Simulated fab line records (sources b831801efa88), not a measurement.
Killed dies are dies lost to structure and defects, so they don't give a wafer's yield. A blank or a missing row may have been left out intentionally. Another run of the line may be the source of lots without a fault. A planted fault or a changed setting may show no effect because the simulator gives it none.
Struck lot and sound lot, side by side	flow gf180mcu	29 out of 602 route steps
Sound: wafers L727.1, L727.2, L727.3. Struck: wafers L735.1, L735.6 (left out: L735.3, a lot-mate that was not struck); the cause follows at the end.
Order at every step that has rows: each side's tool, ch and its chambers, its first start. Under that, the readings that differ: sound wafers	struck wafers	difference of the means	sigmas: that difference in standard deviations of wafers without a fault.
alike: a reading whose means differ by less than 2 such deviations, as well as words and numbers matching on both sides. not compared: withheld readings; readings where some wafer has no value; bounds like >300 that might hide an equal value; numbers whose values overlap and for which the record gives no deviation.
A row with sigmas, a row that says differs or no value, or rows on one side alone: a step with any of these is where the two part. Non-overlapping numbers with no deviation appear without sigmas and do not part them. A reading that every wafer of one side lacks parts them only if that side has two wafers or more.

first, 3 steps without rows for these wafers: GF_PSD_EXPOSE_04 (exposes mask Pplus, target cd 400 nm); GF_PSD_PEB_05; GF_PSD_DEVELOP_06 (develop time 60 s).
GF_PSD_CD_MEAS_07 targets a cd of 400 nm.
  sound on cdSem-01, day 17 23:04; struck on cdSem-01, day 20 14:35
  alike: cdNm
GF_PSD_OVL_MEAS_08:
  sound on overlay-01, day 17 23:11; struck on overlay-02, day 20 14:43
  alike: PSD_OVL
following that, these wafers have no rows for 1 step: GF_PSD_IMPLANT_09.
GF_PSD_STRIP_10: strips in O2/N2.
  sound on plasmaAsher-04 ch 0,1, day 17 23:22; struck on plasmaAsher-03 ch 0,1, day 20 14:54
  alike: drypumpMotorCurrentA, heaterPowerW, oesProductAu, stripTimeToEndpointS
  not compared: rfHoursCounterH
GF_PSD_TW_MEAS_11:
  sound on filmMetro-01, day 17 23:28; struck on filmMetro-01, day 20 15:00
  alike: PSD_TW
then, 1 step without rows for these wafers: GF_PSD_CLEAN_12 (cleans in SC1/SC2, time 150 s).
GF_PSD_RTA_13: time 20 s.
  sound on rtpAnneal-01 ch 0, day 17 23:34; struck on rtpAnneal-01 ch 0, day 20 15:07
  alike: annealTempCMax, lampPowerPct, wafer_temp_C_max
GF_PSD_RS_MEAS_14: the measuring method here is four-point-probe.
  sound on filmMetro-04, day 17 23:40; struck on filmMetro-04, day 20 15:11
  alike: NSD_RS
GF_PSD_RS_MEAS_15: the measuring method here is four-point-probe.
  sound on filmMetro-04, day 17 23:47; struck on filmMetro-04, day 20 15:19
  alike: PSD_RS
GF_SAB_CVD_00: deposits SiO2 from TEOS, target thk 50 nm, time 4.9302 s.
  sound on pecvd-03 ch 0,1,2, day 17 23:54; struck on pecvd-03 ch 2, day 20 15:26
reading	sound	struck	difference	sigmas
model.SiO2_of_SAB_CVD_00.thkNm (nm)	49.2 49.48 48.91	64.15 65.49	+15.62	
  alike: heaterPowerW
GF_SAB_THK_MEAS_01:
  sound on filmMetro-01, day 17 23:55; struck on filmMetro-01, day 20 15:41
reading	sound	struck	difference	sigmas
SAB_CVD_00_THK (nm)	49.1 49.5 48.9	64.2 65.5	+15.7	+22
  not compared: hold
then, 6 steps without rows for these wafers: GF_SAB_HMDS_03 (prime time 60 s); GF_SAB_COAT_04 (resist thk 1000 nm); GF_SAB_SOFTBAKE_05 (time 60 s); GF_SAB_EXPOSE_06 (exposes mask SAB, target cd 420 nm); GF_SAB_PEB_07; GF_SAB_DEVELOP_08 (develop time 60 s).
GF_SAB_CD_MEAS_09 targets a cd of 420 nm.
  sound on cdSem-02, day 18 23:43; struck on cdSem-01, day 21 15:38
  alike: cdNm
GF_SAB_OVL_MEAS_10:
  sound on overlay-01, day 18 23:50; struck on overlay-01, day 21 15:46
  alike: SAB_OVL
GF_SAB_ETCH_11: etches SiO2 in C4F8/O2/Ar, target depth 55 nm, time 8.5 s.
  sound on rieDiel-01 ch 1,2,3, day 18 23:53; struck on rieDiel-03 ch 0,3, day 21 15:48
  alike: oesProductAu
  not compared: rfHoursCounterH
then, 1 step without rows for these wafers: GF_SAB_WET_ETCH_12 (etches SiO2 in dHF, target depth 22 nm, time 440 s).
GF_SAB_STRIP_13: strips in O2/N2.
  sound on plasmaAsher-03 ch 0,1, day 19 00:02; struck on plasmaAsher-01 ch 0,1, day 21 15:58
  alike: drypumpMotorCurrentA, heaterPowerW, oesProductAu, stripTimeToEndpointS
  not compared: rfHoursCounterH
then, 1 step without rows for these wafers: GF_SALICIDE_CLEAN_00 (cleans in SC1/SC2, time 150 s).
GF_SALICIDE_WET_ETCH_01: etches SiO2 in dHF, target depth 5 nm, time 100 s.
  sound on wetBench-02 ch 2, day 19 00:11; struck on wetBench-02 ch 0, day 21 16:10
reading	sound	struck	difference	sigmas
model.SiO2_of_SAB_CVD_00.thkNm (nm)	38.57 38.85 38.21	53.4 54.78	+15.5	
GF_SALICIDE_SPUTTER_02: material Co, target thk 10 nm, time 20 s.
  sound on pvdSputter-03, day 19 00:13; struck on pvdSputter-04, day 21 16:12
  alike: throttleValvePct
GF_PASSIVATION_PROBE_99:
  the record has rows for the sound wafers here (prober-02, day 32 05:33) and none for the struck ones

## WHERE THEY PART
At GF_SAB_THK_MEAS_01 first; at GF_PASSIVATION_PROBE_99 last (within this record only).

WHY: the cause the simulator had injected
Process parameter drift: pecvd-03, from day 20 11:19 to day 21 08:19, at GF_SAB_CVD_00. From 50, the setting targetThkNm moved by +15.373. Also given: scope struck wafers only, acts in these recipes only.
